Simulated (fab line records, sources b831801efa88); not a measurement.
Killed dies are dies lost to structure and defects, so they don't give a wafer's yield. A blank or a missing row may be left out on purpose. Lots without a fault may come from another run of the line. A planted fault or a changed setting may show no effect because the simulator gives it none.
Problem report in the 8D (eight disciplines) form, filled by code | flow gf180mcu | the parts of the form that need people (team, actions taken, sign-off) are left out

1. THE PROBLEM
oes_product_au at GF_M5_ETCH_09 reads a mean of 0.894 a.u. on 3 wafers of 2 lots; wafers without a fault read 0.993 a.u. with a standard deviation of 0.015. That is -6.6 standard deviations from the usual mean.
The step: etches Si3N4 in CF4/O2, target depth 52 nm, time 11.6 s.
First seen on wafer L167.5, day 31 03:47, on rie_diel-03. The record holds 16 wafers of 6 lots with a number at this step. Rule for "out", or "out of limits": more than 4 standard deviations from the usual mean. The other wafers with a number count as sound.

2. WHAT IT IS AND WHAT IT IS NOT
question                    | is                     | is not
which readings at this step | oes_product_au         | O2_flow_sccm, drypump_motor_current_A
which lots                  | L167, L169             | L151, L156, L170, L174
which wafers of those lots  | L167.5, L167.6, L169.6 | L169.1
read on which tools         | rie_diel-03            | rie_diel-02
when                        | from day 31 03:47      | up to then (6 sound wafers); but 7 sound wafers of L169, L170, L174 came after

3. SUSPECTS, AND WHAT RULES EACH OUT
Counting: a tool at a process step up to the reading stays a suspect if it ran every lot that is out. Sound lots after the first of them don't rule it out here, since some wafers of a struck lot are sound.
- rie_diel-03 at GF_M5_ETCH_09 (etches Si3N4 in CF4/O2, target depth 52 nm, time 11.6 s): kept. It ran every lot that is out, first L167 (day 31 03:47); its last sound lot up to then is L156 (day 27 18:56). Its own readings are out on those wafers: oes_product_au.
- Within rie_diel-03 at GF_M5_ETCH_09: the wafers that are out ran in chambers 0, 2, 3; their sound lot-mates ran in chamber 1.
Left after counting: rie_diel-03 at GF_M5_ETCH_09.

4. THE CAUSE (what the simulator had put in)
Process parameter drift: rie_diel-03, from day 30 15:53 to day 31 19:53, at GF_M5_ETCH_09. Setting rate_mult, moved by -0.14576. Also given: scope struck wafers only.
Counting left only this tool.

5. THE CHAIN OF EFFECTS, in route order
Each row: a reading whose mean over the struck wafers that have a number lies more than 3 standard deviations from the usual. Only readings for which the record gives a usual standard deviation are gone through. hours: the time from each lot's start at the first step in this table that gives one to its start at this step, as a median over the lots. sigmas: the change in usual standard deviations.
hours | step          | reading        | usual      | on struck wafers | change | sigmas
0     | GF_M5_ETCH_09 | oes_product_au | 0.993 a.u. | 0.894            | -0.099 | -6.6
The process steps in it:
- GF_M5_ETCH_09: etches Si3N4 in CF4/O2, target depth 52 nm, time 11.6 s.

6. WHAT WOULD HAVE CAUGHT IT SOONER
In this record the first reading out of limits was taken at day 31 03:47, 12 hours after the fault began at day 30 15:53.
